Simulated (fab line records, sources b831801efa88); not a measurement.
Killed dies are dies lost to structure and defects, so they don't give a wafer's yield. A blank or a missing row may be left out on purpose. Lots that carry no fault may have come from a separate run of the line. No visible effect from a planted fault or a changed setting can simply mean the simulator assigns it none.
fab line records	flow sky130
record: lots: 14	wafers: 42	last_day: 51
route steps=708 shown GATE_OXIDE@189 POLY_GATE@224 LDD_P@262 SPACER@305
lots untouched by any fault: they come from a run of this same line in which no faults occurred
start_h: hours from the record's opening day to when the first of the lot's shown wafers began	wait_h: hours elapsed since this lot's preceding step	" identical to the entry in the row above	L1.1+2: one row covering several wafers at once	- no value, or no start given	* or withheld: withheld	< > ~ a bound
route shown NAME@n: names a module that has steps shown in the file, with the first one's number in the route	usual: average and standard deviation across the fault-free wafers	same: alike in all rows	chamber/n: place in a boat	sites: per-site readings	_std_site: the values' standard deviation	_edge_site: the outer-site mean with the inner-site mean subtracted	radius_mm: how far each site lies from the wafer's centre	mask NAME#n: copy n	behind: the most recent tool/chamber to have shaped the wafer	hold: reason for holding the lot/hours on hold/outcome of the hold	device: transistor that didn't switch, given as n, p or np	end of line: tests of these same wafers at the route's end	a step given without rows: its recipe and nothing more	killed: dies lost to structure and defects at the first sort, not the wafer's yield	map: the dies of a wafer, with x for killed, . for not killed, _ for no die there
set.NAME: the run value of the setting; set.NAME@STEP: its run value at that earlier step	model.NAME: the simulator's own value behind a step, which no gauge read
steps of the route over a sample of lots; a table a step, a row a wafer
services: when a tool's chamber went out of use (start_h, in hours from the record's first day, below 0 if earlier), for how many hours, and the reason
== steps ==
step: SKY_GATE_OXIDE_THK_MEAS_02
recipe: reads: SiO2_of_GATE_OXIDE_OXIDATION_01
usual: GATE_OXIDE_OXIDATION_00_THK: 10.26/0.15
lot.wafer	tool	chamber	start_h	wait_h	GATE_OXIDE_OXIDATION_00_THK[nm]
L536.1	film_metro-03	-	281.15	0.0	10.63
L536.2	"	-	"	"	10.63
L536.3	"	-	"	"	10.51
L538.1	film_metro-01	-	309.54	0.0	10.26
L538.5	"	-	"	"	10.15
L538.6	"	-	"	"	10.13
L539.1	film_metro-01	-	310.95	0.0	10.11
L539.4	"	-	"	"	10.05
L539.5	"	-	"	"	10.18
L541.3	film_metro-01	-	315.45	0.0	10.31
L541.4	"	-	"	"	10.44
L541.5	"	-	"	"	10.30
L540.2	film_metro-01	-	315.50	0.1	10.20
L540.4	"	-	"	"	10.13
L540.5	"	-	"	"	10.22
L542.3	film_metro-04	-	327.68	0.0	10.46
L542.5	"	-	"	"	10.41
L542.6	"	-	"	"	10.36
L543.1	film_metro-03	-	341.44	0.0	10.13
L543.3	"	-	"	"	10.31
L543.6	"	-	"	"	9.95
L544.2	film_metro-03	-	348.42	0.0	10.29
L544.4	"	-	"	"	10.35
L544.5	"	-	"	"	10.37
L545.1	film_metro-04	-	353.76	0.0	10.32
L545.2	"	-	"	"	10.33
L545.5	"	-	"	"	10.31
L546.3	film_metro-01	-	353.78	0.0	10.28
L546.4	"	-	"	"	10.54
L546.6	"	-	"	"	10.35
L547.1	film_metro-04	-	362.31	0.0	10.43
L547.2	"	-	"	"	10.25
L547.3	"	-	"	"	10.50
L557.1	film_metro-03	-	481.20	0.0	10.42
L557.3	"	-	"	"	10.46
L557.6	"	-	"	"	10.31
L559.1	film_metro-04	-	497.93	0.0	10.16
L559.2	"	-	"	"	10.26
L559.4	"	-	"	"	9.90
L558.1	film_metro-01	-	499.03	0.0	10.26
L558.3	"	-	"	"	9.93
L558.4	"	-	"	"	10.17
step: SKY_POLY_GATE_EXPOSE_10
recipe: mask_id: P1M	na: 0.68	source_shape: conventional	sigma_outer: 0.6	target_cd_nm: 150	dose_mj: 28
usual: exposure_dose_mJ_cm2: 28.11/0.1	focus_offset_nm: 0.0/0.51
lot.wafer	tool	chamber	start_h	wait_h	mask	exposure_dose_mJ_cm2	focus_offset_nm
L536.1	krf_scanner-01	0	351.04	-	P1M#0	28.17	0.5
L536.2	"	0	"	"	P1M#0	28.19	0.8
L536.3	"	0	"	"	P1M#0	28.15	0.2
L538.1	krf_scanner-01	0	381.76	-	P1M#0	28.19	-0.5
L538.5	"	0	"	"	P1M#0	28.20	0.3
L538.6	"	0	"	"	P1M#0	28.20	-1.0
L539.1	krf_scanner-01	0	386.26	-	P1M#0	28.17	-0.5
L539.4	"	0	"	"	P1M#0	28.19	0.0
L539.5	"	0	"	"	P1M#0	28.17	-0.4
L541.3	krf_scanner-01	0	388.90	-	P1M#0	28.19	0.3
L541.4	"	0	"	"	P1M#0	28.20	-0.2
L541.5	"	0	"	"	P1M#0	28.20	-0.5
L540.2	krf_scanner-02	0	392.35	-	P1M#0	28.00	-0.9
L540.4	"	0	"	"	P1M#0	27.98	-0.8
L540.5	"	0	"	"	P1M#0	27.97	-0.4
L542.3	krf_scanner-01	0	402.03	-	P1M#0	28.18	0.5
L542.5	"	0	"	"	P1M#0	28.19	1.0
L542.6	"	0	"	"	P1M#0	28.17	0.8
L543.1	krf_scanner-02	0	417.93	-	P1M#0	27.98	-0.1
L543.3	"	0	"	"	P1M#0	27.97	0.1
L543.6	"	0	"	"	P1M#0	27.99	-0.8
L544.2	krf_scanner-02	0	429.38	-	P1M#0	27.98	-0.3
L544.4	"	0	"	"	P1M#0	28.02	0.1
L544.5	"	0	"	"	P1M#0	28.01	0.4
L546.3	krf_scanner-02	0	435.50	-	P1M#0	27.91	-0.2
L546.4	"	0	"	"	P1M#0	27.95	-0.2
L546.6	"	0	"	"	P1M#0	27.96	-0.6
L545.1	krf_scanner-01	0	435.89	-	P1M#0	28.23	0.0
L545.2	"	0	"	"	P1M#0	28.20	0.3
L545.5	"	0	"	"	P1M#0	28.18	0.8
L547.1	krf_scanner-01	0	442.82	-	P1M#0	28.20	0.5
L547.2	"	0	"	"	P1M#0	28.16	0.2
L547.3	"	0	"	"	P1M#0	28.16	0.9
L557.1	krf_scanner-02	-	560.68	-	P1M#0	-	-
L557.3	"	-	"	"	P1M#0	-	-
L557.6	"	-	"	"	P1M#0	-	-
L559.1	krf_scanner-02	0	578.37	-	P1M#0	27.98	-0.4
L559.2	"	0	"	"	P1M#0	27.97	-0.6
L559.4	"	0	"	"	P1M#0	27.97	0.7
L558.1	krf_scanner-01	-	582.95	-	P1M#0	-	-
L558.3	"	-	"	"	P1M#0	-	-
L558.4	"	-	"	"	P1M#0	-	-
step: SKY_LDD_P_CD_MEAS_07
recipe: target_cd_nm: 380
usual: cd_nm: 380.9/2.6
lot.wafer	tool	chamber	start_h	wait_h	cd_nm
L536.1	cd_sem-01	-	425.36	0.1	381.9
L536.2	"	-	"	"	382.3
L536.3	"	-	"	"	379.2
L538.1	cd_sem-02	-	461.46	0.1	383.3
L538.5	"	-	"	"	383.4
L538.6	"	-	"	"	384.6
L539.1	cd_sem-02	-	466.76	0.1	377.1
L539.4	"	-	"	"	379.0
L539.5	"	-	"	"	376.6
L541.3	cd_sem-02	-	468.45	0.1	383.8
L541.4	"	-	"	"	385.7
L541.5	"	-	"	"	386.5
L540.2	cd_sem-02	-	471.08	0.1	378.9
L540.4	"	-	"	"	380.4
L540.5	"	-	"	"	378.7
L542.3	cd_sem-01	-	481.85	0.1	378.7
L542.5	"	-	"	"	380.6
L542.6	"	-	"	"	380.4
L543.1	cd_sem-01	-	498.41	0.1	376.9
L543.3	"	-	"	"	373.9
L543.6	"	-	"	"	374.2
L544.2	cd_sem-01	-	509.53	0.1	386.0
L544.4	"	-	"	"	384.1
L544.5	"	-	"	"	385.9
L546.3	cd_sem-01	-	515.85	0.1	381.4
L546.4	"	-	"	"	381.5
L546.6	"	-	"	"	380.7
L545.1	cd_sem-02	-	518.36	0.1	383.0
L545.2	"	-	"	"	384.5
L545.5	"	-	"	"	382.7
L547.1	cd_sem-02	-	523.56	0.1	383.8
L547.2	"	-	"	"	383.2
L547.3	"	-	"	"	380.3
L559.1	cd_sem-02	-	655.36	0.1	380.3
L559.2	"	-	"	"	384.1
L559.4	"	-	"	"	381.1
step: SKY_SPACER_THK_MEAS_01
recipe: reads: Si3N4_of_SPACER_CVD_00
usual: SPACER_CVD_00_THK: 43.3/0.33
lot.wafer	tool	chamber	start_h	wait_h	SPACER_CVD_00_THK[nm]
L536.1	film_metro-04	-	520.72	0.0	43.8
L536.2	"	-	"	"	43.8
L536.3	"	-	"	"	43.7
L538.1	film_metro-01	-	558.65	0.0	42.7
L538.5	"	-	"	"	43.1
L538.6	"	-	"	"	43.2
L539.1	film_metro-04	-	560.63	0.1	43.5
L539.4	"	-	"	"	43.4
L539.5	"	-	"	"	43.2
L541.3	film_metro-04	-	564.78	0.1	43.5
L541.4	"	-	"	"	43.4
L541.5	"	-	"	"	43.7
L540.2	film_metro-04	-	568.33	0.0	44.1
L540.4	"	-	"	"	43.4
L540.5	"	-	"	"	43.4
L542.3	film_metro-04	-	573.54	0.0	43.5
L542.5	"	-	"	"	43.3
L542.6	"	-	"	"	43.4
L543.1	film_metro-03	-	589.76	0.0	43.7
L543.3	"	-	"	"	43.5
L543.6	"	-	"	"	43.5
L544.2	film_metro-03	-	602.03	0.0	43.5
L544.4	"	-	"	"	43.6
L544.5	"	-	"	"	43.0
L546.3	film_metro-04	-	606.55	0.0	43.2
L546.4	"	-	"	"	43.2
L546.6	"	-	"	"	43.1
L545.1	film_metro-04	-	610.02	0.0	43.2
L545.2	"	-	"	"	42.9
L545.5	"	-	"	"	42.9
L547.1	film_metro-03	-	614.15	0.0	43.5
L547.2	"	-	"	"	43.2
L547.3	"	-	"	"	42.9
L559.1	film_metro-01	-	741.66	0.0	43.3
L559.2	"	-	"	"	43.1
L559.4	"	-	"	"	43.0
== services ==
tool	chamber	start_h	hours	kind
krf_scanner-01	-	329.03	5.4	repair
krf_scanner-02	-	359.49	0.8	pm
krf_scanner-02	-	362.89	0.6	repair
krf_scanner-02	-	366.21	1.0	pm
krf_scanner-02	0	370.14	-	calibration
krf_scanner-02	-	381.29	4.4	pm
krf_scanner-01	-	406.41	0.8	pm
krf_scanner-01	-	409.22	1.3	pm
krf_scanner-02	-	409.81	1.1	repair
krf_scanner-02	-	419.22	1.3	pm
krf_scanner-01	-	440.06	1.6	repair
krf_scanner-02	-	475.56	8.1	repair
krf_scanner-01	-	483.68	1.0	pm
krf_scanner-01	0	503.17	-	calibration
krf_scanner-02	0	528.03	-	calibration
krf_scanner-02	-	528.29	0.8	pm
krf_scanner-02	-	535.21	1.0	pm
krf_scanner-02	-	568.98	0.6	repair
krf_scanner-01	-	575.23	0.8	pm
== key ==
first_sign: step: SKY_POLY_GATE_EXPOSE_10	reading: tool_record	direction: missing
effect none on later readings
met_at SKY_POLY_GATE_EXPOSE_10
struck_lots L557,L558
later_rows_left_out L557.1,L557.3,L557.6,L558.1,L558.3,L558.4
sort_left_out L557.1,L557.3,L557.6,L558.1,L558.3,L558.4
tester_left_out L557,L558
not_acting_at SKY_GATE_OXIDE_THK_MEAS_02,SKY_LDD_P_CD_MEAS_07,SKY_SPACER_THK_MEAS_01
onset_between 442.82 560.68
fault: kind: skipped_step_whole	tool: krf_scanner-01,krf_scanner-02	chamber: -	onset_h: 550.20	steps: SKY_POLY_GATE_EXPOSE_10	scope: struck_lots_only
tester_left_out: of these lots the tester's yield and bins aren't shown, on N5 and GAA mostly nor the transistor test; their killed dies are dies lost to structure and defects alone, not to doping, threshold or leakage, so they don't give the yield
sort_left_out: the simulated sort isn't trusted on such a fault, so these wafers' sort isn't shown, and their yield isn't known
later_rows_left_out: the simulator's readings of these wafers behind a module that went badly wrong aren't trusted and aren't shown, but for the sort
